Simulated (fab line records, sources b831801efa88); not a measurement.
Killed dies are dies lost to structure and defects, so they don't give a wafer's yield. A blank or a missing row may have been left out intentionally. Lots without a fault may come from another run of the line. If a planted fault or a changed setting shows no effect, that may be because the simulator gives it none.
8D (eight disciplines) problem report, filled in by code ; flow sky130 ; the parts of the form that need people (team, actions taken, sign-off) are left out

1. THE ISSUE
Mean of beam_energy_keV at SKY_LDD_LDN_IMPLANT_10: 15.720 across 6 wafers in 2 lots; on wafers with no fault it is 15.001 (standard deviation 0.0052). That is +99 or more standard deviations from the usual mean.
Earliest sighting: wafer L534.3 on implanter-01 at day 25 09:38. At this step, 36 wafers from 12 lots have a number in the record. Rule for "out" (also "out of limits"): further than 4 standard deviations from the usual mean. The rest of the wafers with a number are treated as sound.

2. WHAT IT IS AND WHAT IT IS NOT
question;is;is not
which readings at this step;beam_energy_keV;rotation_deg
which lots;L534, L537;L528, L530, L535, L536, L542, L545, L546, L547, L548, L550
which wafers of those lots;all that have a number;-
read on which tools;implanter-01;implanter-03, implanter-04
when;from day 25 09:38;"up to then (6 sound wafers); but 24 sound wafers of L535, L536, L542, L545, L546, L547, L548, L550 came after"

3. WHAT RULES OUT EACH SUSPECT
Counting: a tool stays on the suspect list if, at a process step up to the reading, it processed all lots that are out and no sound lot following the first of them.
- plasma_asher-04 at SKY_LDD_N_STRIP_16 (strips in O2/N2): ruled out as a lasting fault. Sound lots L535, L542, L547, L550 ran on it after its first lot that is out, L534 (day 20 05:30).
- implanter-01 at SKY_LDD_LDN_IMPLANT_10: ruled out as a lasting fault. Sound lots L545, L546, L548, L547 ran on it after its first lot that is out, L534 (day 25 09:38).
Left after counting: nothing in the record.

4. THE CAUSE (what the simulator had put in)
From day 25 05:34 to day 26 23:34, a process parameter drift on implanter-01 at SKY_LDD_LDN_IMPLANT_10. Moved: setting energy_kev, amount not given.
Counting ruled it out, wrongly.

5. THE EFFECT CHAIN, in route order
Each row: a reading where the mean over the struck wafers with a number is more than 3 standard deviations away from the usual. Readings are gone through only where the record gives a usual standard deviation; hours: the median, over the lots, of the time from a lot's start at the first step in this table giving one to that lot's start at this step; sigmas: the change measured in usual standard deviations.
hours;step;reading;usual;on struck wafers;change;sigmas
0;SKY_LDD_LDN_IMPLANT_10;beam_energy_keV;15.001;15.720;+0.720;+99 or more
The process steps in it:
- SKY_LDD_LDN_IMPLANT_10

6. HOW IT WOULD HAVE BEEN CAUGHT EARLIER
In this record no reading fell out of limits until day 25 09:38, 4 hours after the fault had begun at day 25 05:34.
